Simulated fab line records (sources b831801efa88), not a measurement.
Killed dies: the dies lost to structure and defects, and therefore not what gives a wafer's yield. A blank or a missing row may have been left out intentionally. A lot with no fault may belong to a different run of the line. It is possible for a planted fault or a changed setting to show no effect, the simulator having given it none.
fab line records + flow sky130
record:
- lots: 11
- wafers: 33
- lastDay: 50
route steps=708 shown SD_P@327 RES_XHIGH@334
lots that met no fault: from a run of the same line without faults
startH: start of the lot's first displayed wafer, in hours after the record's first day + waitH: hours since the lot's step before + " unchanged from the row above + L1.1+2: a single row standing in for several wafers + - value missing, or start not given + * or withheld: withheld + < > ~ a bound
route shown NAME@n: names a module that has steps shown in the file, with the first one's number in the route + usual: mean/standard deviation taken from wafers without a fault + same: alike in all rows + chamber/n: place in a boat + sites: readings site by site + _std_site: the values' standard deviation + _edge_site: the outer-site mean with the inner-site mean subtracted + radiusMm: how far each site lies from the wafer's centre + mask NAME#n: copy n + behind: the last tool/chamber to shape the wafer + hold: cause of the lot's hold/its duration in hours/its outcome + device: the transistor (n, p or np) that didn't switch + end of line: the route-end tests of the same wafers + step lacking rows: just its recipe + killed: at the first sort, the dies lost to defects and structure; wafer yield is something else + map: a wafer's dies, marking killed ones x, the rest . and places with no die _
set.NAME: the run value of the setting; set.NAME@STEP: its run value at that earlier step + model.NAME: the simulator's own value behind a step, which no gauge read
one table for each step of the route and one row for each wafer, over a sample of lots
services: when a tool's chamber went out of use (startH, in hours from the record's first day, below 0 if earlier), for how many hours, and the reason
== steps ==
step: SKY_SD_P_CD_MEAS_07
recipe:
- targetCdNm: 380
usual:
- cdNm: 379.3/2.2
| lot.wafer | tool     | chamber | startH | waitH | cdNm  |
|-----------|----------|---------|--------|-------|-------|
| L364.3    | cdSem-01 | -       | 594.42 | 0.1   | 380.2 |
| L364.5    | "        | -       | "      | "     | 379.2 |
| L364.6    | "        | -       | "      | "     | 379.4 |
| L369.1    | cdSem-01 | -       | 633.87 | 0.1   | 382.6 |
| L369.5    | "        | -       | "      | "     | 379.1 |
| L369.6    | "        | -       | "      | "     | 379.6 |
| L370.1    | cdSem-01 | -       | 644.52 | 0.1   | 381.9 |
| L370.3    | "        | -       | "      | "     | 381.1 |
| L370.5    | "        | -       | "      | "     | 382.4 |
| L371.1    | cdSem-01 | -       | 653.03 | 0.1   | 380.8 |
| L371.4    | "        | -       | "      | "     | 382.9 |
| L371.5    | "        | -       | "      | "     | 382.5 |
| L372.1    | cdSem-02 | -       | 661.61 | 0.1   | 378.9 |
| L372.3    | "        | -       | "      | "     | 378.5 |
| L372.6    | "        | -       | "      | "     | 377.3 |
| L374.1    | cdSem-01 | -       | 681.31 | 0.1   | 376.1 |
| L374.2    | "        | -       | "      | "     | 379.3 |
| L374.4    | "        | -       | "      | "     | 379.5 |
| L375.2    | cdSem-02 | -       | 691.84 | 0.1   | 379.2 |
| L375.3    | "        | -       | "      | "     | 379.6 |
| L375.5    | "        | -       | "      | "     | 378.7 |
| L377.1    | cdSem-01 | -       | 708.63 | 0.1   | 379.4 |
| L377.3    | "        | -       | "      | "     | 383.8 |
| L377.4    | "        | -       | "      | "     | 381.4 |
| L378.2    | cdSem-02 | -       | 716.95 | 0.2   | 380.0 |
| L378.4    | "        | -       | "      | "     | 381.0 |
| L378.5    | "        | -       | "      | "     | 381.7 |
| L383.1    | cdSem-01 | -       | 744.56 | 0.1   | 380.9 |
| L383.2    | "        | -       | "      | "     | 378.8 |
| L383.5    | "        | -       | "      | "     | 380.2 |
| L386.2    | cdSem-01 | -       | 772.85 | 0.1   | 378.8 |
| L386.3    | "        | -       | "      | "     | 378.7 |
| L386.6    | "        | -       | "      | "     | 377.8 |
step: SKY_SD_P_OVL_MEAS_08
usual:
- SD_P_OVL: -1.0/1.3
| lot.wafer | tool       | chamber | startH | waitH | SD_P_OVL[nm] |
|-----------|------------|---------|--------|-------|--------------|
| L364.3    | overlay-01 | -       | 594.52 | 0.1   | -0.3         |
| L364.5    | "          | -       | "      | "     | 0.3          |
| L364.6    | "          | -       | "      | "     | -1.2         |
| L369.1    | overlay-01 | -       | 633.99 | 0.1   | -1.0         |
| L369.5    | "          | -       | "      | "     | -1.6         |
| L369.6    | "          | -       | "      | "     | -1.8         |
| L370.1    | overlay-02 | -       | 644.64 | 0.1   | -1.8         |
| L370.3    | "          | -       | "      | "     | -0.7         |
| L370.5    | "          | -       | "      | "     | 0.0          |
| L371.1    | overlay-02 | -       | 653.15 | 0.1   | -1.1         |
| L371.4    | "          | -       | "      | "     | -1.2         |
| L371.5    | "          | -       | "      | "     | -2.1         |
| L372.1    | overlay-02 | -       | 661.73 | 0.1   | -2.7         |
| L372.3    | "          | -       | "      | "     | 0.2          |
| L372.6    | "          | -       | "      | "     | -2.2         |
| L374.1    | overlay-01 | -       | 681.43 | 0.1   | -0.6         |
| L374.2    | "          | -       | "      | "     | -0.1         |
| L374.4    | "          | -       | "      | "     | 0.4          |
| L375.2    | overlay-01 | -       | 691.94 | 0.1   | -1.4         |
| L375.3    | "          | -       | "      | "     | -4.0         |
| L375.5    | "          | -       | "      | "     | -1.1         |
| L377.1    | overlay-01 | -       | 708.75 | 0.1   | -3.0         |
| L377.3    | "          | -       | "      | "     | -2.9         |
| L377.4    | "          | -       | "      | "     | -3.3         |
| L378.2    | overlay-01 | -       | 717.06 | 0.1   | -0.1         |
| L378.4    | "          | -       | "      | "     | -0.2         |
| L378.5    | "          | -       | "      | "     | 0.6          |
| L383.1    | overlay-02 | -       | 744.68 | 0.1   | -0.8         |
| L383.2    | "          | -       | "      | "     | -1.0         |
| L383.5    | "          | -       | "      | "     | -2.1         |
| L386.2    | overlay-01 | -       | 772.96 | 0.1   | 0.9          |
| L386.3    | "          | -       | "      | "     | 1.2          |
| L386.6    | "          | -       | "      | "     | 0.1          |
step: SKY_SD_P_STRIP_10
recipe:
- chemistry: O2/N2
- powerW: 1400
- pressureMtorr: 1500
- platenTempC: withheld
- o2FlowSccm: 3000
- n2FlowSccm: 300
- overashFraction: 0.5
usual:
- chamberPressureMTorr: 1500.2/1.2
- drypumpMotorCurrentA: 5.7/0.35
- oesProductAu: 0.618/0.0044
- stripTimeToEndpointS: 17.51/0.039
| lot.wafer | tool           | chamber | startH | waitH | chamberPressureMTorr | drypumpMotorCurrentA | oesProductAu | rfHoursCounterH | stripTimeToEndpointS |
|-----------|----------------|---------|--------|-------|----------------------|----------------------|--------------|-----------------|----------------------|
| L364.3    | plasmaAsher-03 | 1       | 594.72 | 0.1   | 1499.5               | 5.6                  | 0.622        | -               | 17.52                |
| L364.5    | "              | 0       | "      | "     | 1499.9               | 6.0                  | 0.622        | -               | 17.52                |
| L364.6    | "              | 1       | "      | "     | 1500.7               | 5.6                  | 0.618        | -               | 17.52                |
| L369.1    | plasmaAsher-04 | 0       | 634.17 | 0.1   | 1497.8               | 4.8                  | 0.620        | 92              | 17.58                |
| L369.5    | "              | 1       | "      | "     | 1500.5               | 5.9                  | 0.614        | -               | 17.55                |
| L369.6    | "              | 0       | "      | "     | 1498.5               | 4.8                  | 0.624        | -               | 17.54                |
| L370.1    | plasmaAsher-02 | 0       | 644.82 | 0.1   | 1499.8               | 6.0                  | 0.611        | 81              | 17.55                |
| L370.3    | "              | 1       | "      | "     | 1501.4               | 5.6                  | 0.609        | -               | 17.58                |
| L370.5    | "              | 1       | "      | "     | 1501.4               | 5.6                  | 0.624        | -               | 17.58                |
| L371.1    | plasmaAsher-04 | 1       | 653.34 | 0.1   | 1502.1               | 5.9                  | 0.618        | 93              | 17.60                |
| L371.4    | "              | 0       | "      | "     | 1500.0               | 4.8                  | 0.623        | -               | 17.53                |
| L371.5    | "              | 1       | "      | "     | 1499.9               | 5.9                  | 0.618        | -               | 17.56                |
| L372.1    | plasmaAsher-04 | 1       | 661.92 | 0.1   | 1500.7               | 5.9                  | 0.615        | 94              | 17.54                |
| L372.3    | "              | 0       | "      | "     | 1500.6               | 4.8                  | 0.617        | -               | 17.55                |
| L372.6    | "              | 0       | "      | "     | 1498.4               | 4.8                  | 0.618        | -               | 17.56                |
| L374.1    | plasmaAsher-04 | 1       | 681.62 | 0.1   | 1499.8               | 5.9                  | 0.616        | 96              | 17.48                |
| L374.2    | "              | 0       | "      | "     | 1500.3               | 4.8                  | 0.608        | 96              | 17.48                |
| L374.4    | "              | 1       | "      | "     | 1499.6               | 5.9                  | 0.616        | -               | 17.50                |
| L375.2    | plasmaAsher-03 | 0       | 692.12 | 0.1   | 1498.4               | 6.0                  | 0.623        | 25              | 17.46                |
| L375.3    | "              | 1       | "      | "     | 1500.5               | 5.7                  | 0.611        | -               | 17.46                |
| L375.5    | "              | 0       | "      | "     | 1498.5               | 6.0                  | 0.618        | -               | 17.49                |
| L377.1    | plasmaAsher-02 | 1       | 708.94 | 0.1   | 1501.6               | 5.6                  | 0.623        | 88              | 17.47                |
| L377.3    | "              | 0       | "      | "     | 1501.4               | 6.0                  | 0.612        | -               | 17.44                |
| L377.4    | "              | 1       | "      | "     | 1499.3               | 5.6                  | 0.616        | -               | 17.49                |
| L378.2    | plasmaAsher-03 | 1       | 717.24 | 0.1   | 1501.5               | 5.7                  | 0.619        | 27              | 17.46                |
| L378.4    | "              | 1       | "      | "     | 1499.2               | 5.6                  | 0.616        | -               | 17.49                |
| L378.5    | "              | 1       | "      | "     | 1500.2               | 5.7                  | 0.625        | -               | 17.46                |
| L383.1    | plasmaAsher-03 | 1       | 744.87 | 0.1   | 1500.9               | 5.6                  | 0.615        | 30              | 17.53                |
| L383.2    | "              | 0       | "      | "     | 1501.4               | 6.0                  | 0.618        | 30              | 17.54                |
| L383.5    | "              | 1       | "      | "     | 1498.1               | 5.6                  | 0.628        | -               | 17.52                |
| L386.2    | plasmaAsher-02 | 1       | 773.14 | 0.1   | 1500.6               | 5.5                  | 0.622        | 93              | 17.57                |
| L386.3    | "              | 0       | "      | "     | 1499.6               | 6.0                  | 0.619        | -               | 17.59                |
| L386.6    | "              | 0       | "      | "     | 1502.0               | 6.0                  | 0.618        | -               | 17.55                |
step: SKY_RES_XHIGH_COAT_02
recipe:
- resist: NOVOLAK
- spinRpm: 3000
- resistThkNm: 1140
usual:
- exhaustPa: 45.1/0.92
- resistLineTempC: 23.01/0.11
- spinSpeedRpm: 2999.9/1.8
| lot.wafer | tool          | chamber | startH | waitH | exhaustPa | resistLineTempC | spinSpeedRpm |
|-----------|---------------|---------|--------|-------|-----------|-----------------|--------------|
| L364.3    | lithoTrack-02 | 0       | 608.98 | 0.1   | 45.8      | 23.05           | 3004.0       |
| L364.5    | "             | 0       | "      | "     | 45.1      | 23.02           | 3002.1       |
| L364.6    | "             | 0       | "      | "     | 44.6      | 23.02           | 3000.9       |
| L369.1    | lithoTrack-03 | 0       | 648.81 | 0.1   | 45.1      | 23.13           | 2997.4       |
| L369.5    | "             | 0       | "      | "     | 45.5      | 23.07           | 3000.0       |
| L369.6    | "             | 0       | "      | "     | 43.8      | 23.01           | 2994.8       |
| L370.1    | lithoTrack-04 | 0       | 658.92 | 0.1   | 44.1      | 23.04           | 3000.9       |
| L370.3    | "             | 0       | "      | "     | 44.5      | 23.04           | 2998.5       |
| L370.5    | "             | 0       | "      | "     | 44.5      | 22.86           | 3000.9       |
| L371.1    | lithoTrack-03 | 0       | 666.96 | 0.1   | 45.5      | 23.13           | 2999.0       |
| L371.4    | "             | 0       | "      | "     | 44.8      | 23.00           | 2999.2       |
| L371.5    | "             | 0       | "      | "     | 45.4      | 22.85           | 2997.4       |
| L372.1    | lithoTrack-03 | 0       | 675.66 | 0.1   | 44.6      | 22.98           | 2997.0       |
| L372.3    | "             | 0       | "      | "     | 45.3      | 22.82           | 2998.3       |
| L372.6    | "             | 0       | "      | "     | 44.7      | 22.99           | 2999.7       |
| L374.1    | lithoTrack-03 | 0       | 695.01 | 0.1   | 44.3      | 23.00           | 2996.6       |
| L374.2    | "             | 0       | "      | "     | 45.6      | 22.91           | 2999.5       |
| L374.4    | "             | 0       | "      | "     | 46.0      | 23.05           | 3002.8       |
| L375.2    | lithoTrack-03 | 0       | 705.74 | 0.1   | 46.5      | 23.06           | 2573.3       |
| L375.3    | "             | 0       | "      | "     | 45.3      | 23.02           | 2580.5       |
| L375.5    | "             | 0       | "      | "     | 46.6      | 23.04           | 2577.0       |
| L377.1    | lithoTrack-03 | 0       | 722.11 | 0.1   | 44.1      | 23.03           | 2578.8       |
| L377.3    | "             | 0       | "      | "     | 45.2      | 22.89           | 2577.3       |
| L377.4    | "             | 0       | "      | "     | 45.8      | 22.96           | 2578.8       |
| L378.2    | lithoTrack-02 | 0       | 730.76 | 0.1   | 44.7      | 23.04           | 3000.5       |
| L378.4    | "             | 0       | "      | "     | 45.4      | 22.88           | 3000.3       |
| L378.5    | "             | 0       | "      | "     | 46.8      | 22.87           | 3003.8       |
| L383.1    | lithoTrack-04 | 0       | 757.77 | 0.1   | 46.3      | 23.00           | 2998.7       |
| L383.2    | "             | 0       | "      | "     | 44.9      | 23.11           | 3003.0       |
| L383.5    | "             | 0       | "      | "     | 46.2      | 23.00           | 2998.6       |
| L386.2    | lithoTrack-02 | 0       | 785.76 | 0.1   | 46.0      | 23.01           | 2998.2       |
| L386.3    | "             | 0       | "      | "     | 46.9      | 23.11           | 2996.5       |
| L386.6    | "             | 0       | "      | "     | 46.4      | 23.03           | 2997.9       |
step: SKY_RES_XHIGH_STRIP_08
recipe:
- chemistry: O2/N2
- powerW: 1400
- pressureMtorr: 1500
- platenTempC: withheld
- o2FlowSccm: 3000
- n2FlowSccm: 300
- overashFraction: 0.5
usual:
- chamberPressureMTorr: 1500.0/1.4
- drypumpMotorCurrentA: 5.7/0.36
- oesProductAu: 0.711/0.005
- stripTimeToEndpointS: 14.26/0.035
| lot.wafer | tool           | chamber | startH | waitH | chamberPressureMTorr | drypumpMotorCurrentA | oesProductAu | rfHoursCounterH | stripTimeToEndpointS |
|-----------|----------------|---------|--------|-------|----------------------|----------------------|--------------|-----------------|----------------------|
| L364.3    | plasmaAsher-02 | 1       | 623.70 | 0.1   | 1498.1               | 5.6                  | 0.702        | -               | 14.25                |
| L364.5    | "              | 1       | "      | "     | 1497.3               | 5.6                  | 0.716        | -               | 14.24                |
| L364.6    | "              | 0       | "      | "     | 1500.2               | 6.0                  | 0.716        | -               | 14.28                |
| L369.1    | plasmaAsher-04 | 1       | 663.26 | 0.1   | 1501.1               | 5.8                  | 0.704        | 94              | 14.25                |
| L369.5    | "              | 0       | "      | "     | 1499.7               | 4.8                  | 0.705        | -               | 14.25                |
| L369.6    | "              | 1       | "      | "     | 1501.6               | 5.8                  | 0.710        | -               | 14.23                |
| L370.1    | plasmaAsher-01 | 1       | 672.62 | 0.1   | 1498.8               | 5.9                  | 0.710        | 56              | 14.24                |
| L370.3    | "              | 1       | "      | "     | 1501.2               | 5.9                  | 0.716        | -               | 14.23                |
| L370.5    | "              | 1       | "      | "     | 1502.6               | 5.9                  | 0.715        | -               | 14.23                |
| L371.1    | plasmaAsher-02 | 0       | 681.42 | 0.1   | 1500.4               | 6.0                  | 0.712        | 85              | 14.19                |
| L371.4    | "              | 0       | "      | "     | 1500.4               | 6.0                  | 0.715        | -               | 14.20                |
| L371.5    | "              | 1       | "      | "     | 1500.6               | 5.6                  | 0.724        | -               | 14.25                |
| L372.1    | plasmaAsher-01 | 0       | 690.26 | 0.1   | 1501.7               | 6.0                  | 0.707        | 58              | 14.31                |
| L372.3    | "              | 0       | "      | "     | 1501.3               | 5.9                  | 0.709        | -               | 14.26                |
| L372.6    | "              | 1       | "      | "     | 1499.8               | 5.9                  | 0.716        | -               | 14.24                |
| L374.1    | plasmaAsher-01 | 1       | 709.43 | 0.1   | 1498.3               | 5.9                  | 0.714        | 60              | 14.30                |
| L374.2    | "              | 0       | "      | "     | 1502.2               | 5.9                  | 0.713        | 60              | 14.32                |
| L374.4    | "              | 0       | "      | "     | 1498.2               | 5.9                  | 0.719        | -               | 14.29                |
| L375.2    | plasmaAsher-02 | 1       | 719.36 | 0.1   | 1498.7               | 5.6                  | 0.713        | 89              | 15.23                |
| L375.3    | "              | 0       | "      | "     | 1500.5               | 6.0                  | 0.702        | -               | 15.26                |
| L375.5    | "              | 0       | "      | "     | 1500.1               | 6.0                  | 0.716        | -               | 15.27                |
| L377.1    | plasmaAsher-01 | 0       | 736.12 | 0.1   | 1500.0               | 5.9                  | 0.715        | 62              | 15.36                |
| L377.3    | "              | 1       | "      | "     | 1501.0               | 5.9                  | 0.710        | -               | 15.39                |
| L377.4    | "              | 0       | "      | "     | 1501.9               | 5.9                  | 0.711        | -               | 15.36                |
| L378.2    | plasmaAsher-02 | 0       | 744.42 | 0.1   | 1501.5               | 6.0                  | 0.708        | 91              | 14.23                |
| L378.4    | "              | 0       | "      | "     | 1500.9               | 6.0                  | 0.713        | -               | 14.22                |
| L378.5    | "              | 0       | "      | "     | 1498.9               | 6.0                  | 0.712        | -               | 14.22                |
| L383.1    | plasmaAsher-02 | 1       | 771.42 | 0.1   | 1500.8               | 5.6                  | 0.707        | 93              | 14.29                |
| L383.2    | "              | 0       | "      | "     | 1499.3               | 6.0                  | 0.704        | 93              | 14.28                |
| L383.5    | "              | 1       | "      | "     | 1497.5               | 5.6                  | 0.704        | -               | 14.27                |
| L386.2    | plasmaAsher-04 | 0       | 798.77 | 0.1   | 1499.0               | 4.8                  | 0.703        | 5               | 14.29                |
| L386.3    | "              | 1       | "      | "     | 1501.5               | 5.9                  | 0.710        | -               | 14.24                |
| L386.6    | "              | 1       | "      | "     | 1497.1               | 5.9                  | 0.706        | -               | 14.28                |
== services ==
| tool           | chamber | startH | hours | kind      |
|----------------|---------|--------|-------|-----------|
| plasmaAsher-03 | -       | 588.20 | 2.9   | repair    |
| plasmaAsher-02 | -       | 633.04 | 2.8   | pm        |
| plasmaAsher-04 | -       | 637.50 | 14.6  | pm        |
| plasmaAsher-03 | -       | 658.24 | 15.6  | pm        |
| plasmaAsher-02 | -       | 679.39 | 0.5   | repair    |
| plasmaAsher-04 | -       | 733.75 | 9.0   | pm        |
| plasmaAsher-04 | 0       | 733.75 | 9.0   | ventCycle |
| plasmaAsher-04 | 1       | 733.75 | 9.0   | ventCycle |
| plasmaAsher-04 | 0       | 742.75 | -     | clean     |
| plasmaAsher-04 | 1       | 742.75 | -     | clean     |
| plasmaAsher-03 | -       | 745.30 | 1.6   | repair    |
| plasmaAsher-02 | -       | 754.93 | 8.8   | repair    |
== key ==
firstSign:
- step: SKY_RES_XHIGH_COAT_02
- reading: spinSpeedRpm
- direction: down
- sigmas: 99+
- usual: 2999.9
- struck: 2577.6
effect:
- step: SKY_RES_XHIGH_STRIP_08
- reading: stripTimeToEndpointS
- direction: up
- sigmas: 30
- usual: *
- struck: *
metAt SKY_RES_XHIGH_COAT_02
struckLots L375,L377
testerLeftOut L375,L377
notActingAt SKY_SD_P_CD_MEAS_07,SKY_SD_P_OVL_MEAS_08,SKY_SD_P_STRIP_10
onsetBetween 695.01 705.74
fault:
- kind: processParameterDrift
- tool: lithoTrack-03
- chamber: -
- onsetH: 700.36
- steps: SKY_RES_XHIGH_COAT_02
- channel: spinRpm
- offset: -423.5
- shape: step
- endH: 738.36
- actsIn: theseRecipesOnly
- stated: 3000
testerLeftOut: of these lots the tester's yield and bins aren't shown, on N5 and GAA mostly nor the transistor test; their killed dies are dies lost to structure and defects alone, not to doping, threshold or leakage, so they don't give the yield
